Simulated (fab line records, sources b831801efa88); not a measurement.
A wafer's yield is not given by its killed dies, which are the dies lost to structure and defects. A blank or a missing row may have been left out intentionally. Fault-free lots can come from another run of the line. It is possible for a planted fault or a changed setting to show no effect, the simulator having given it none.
Which of the tools did it? + flow gf180mcu + 6 lots (18 wafers sampled), 1 step of a 602-step route

== WHAT THE GAUGES READ, wafer by wafer ==
GF_M1_RS_MEAS_05: measures by four-point-probe.
| lot  | measured     | on            | M1_ALCU_RS (ohm/sq)  |
|------|--------------|---------------|----------------------|
| L182 | day 16 22:14 | film metro-02 | 0.0696 0.0688 0.0687 |
| L185 | day 17 20:38 | film metro-03 | 0.0685 0.0693 0.0682 |
| L189 | day 19 09:17 | film metro-01 | 0.0696 0.0698 0.0688 |
| L196 | day 22 01:16 | film metro-03 | 0.0693 0.0685 0.0699 |
| L199 | day 23 00:42 | film metro-02 | 0.0698 0.0691 0.0706 |
| L202 | day 23 22:35 | film metro-01 | 0.0689 0.0682 0.0700 |

== EACH LOT AND THE TOOL THAT RAN IT (in order: tool; ch and the chambers of the sampled wafers; start) ==
Before these readings, the record contains no process step.

== THE ANSWER, worked out from the rows above alone ==
Rule: usual is defined by the lots themselves. Put in order of their means at a reading, lots are off if they are a third of the lots or fewer, leave a main group of 4 or more, and stand apart from it by a gap of 3 or more times the standard deviation of the main group's means; of several such gaps the widest counts. A main group is skipped when, at the precision printed for the reading in the tables above, its means are all equal. A lot without any number at a reading at which 4 lots or more have one is off too. All remaining lots with rows at the step are treated as sound.
No lot is off on any of the readings shown, so nothing can be concluded from this.

== WHAT WAS PUT IN BY THE SIMULATOR ==
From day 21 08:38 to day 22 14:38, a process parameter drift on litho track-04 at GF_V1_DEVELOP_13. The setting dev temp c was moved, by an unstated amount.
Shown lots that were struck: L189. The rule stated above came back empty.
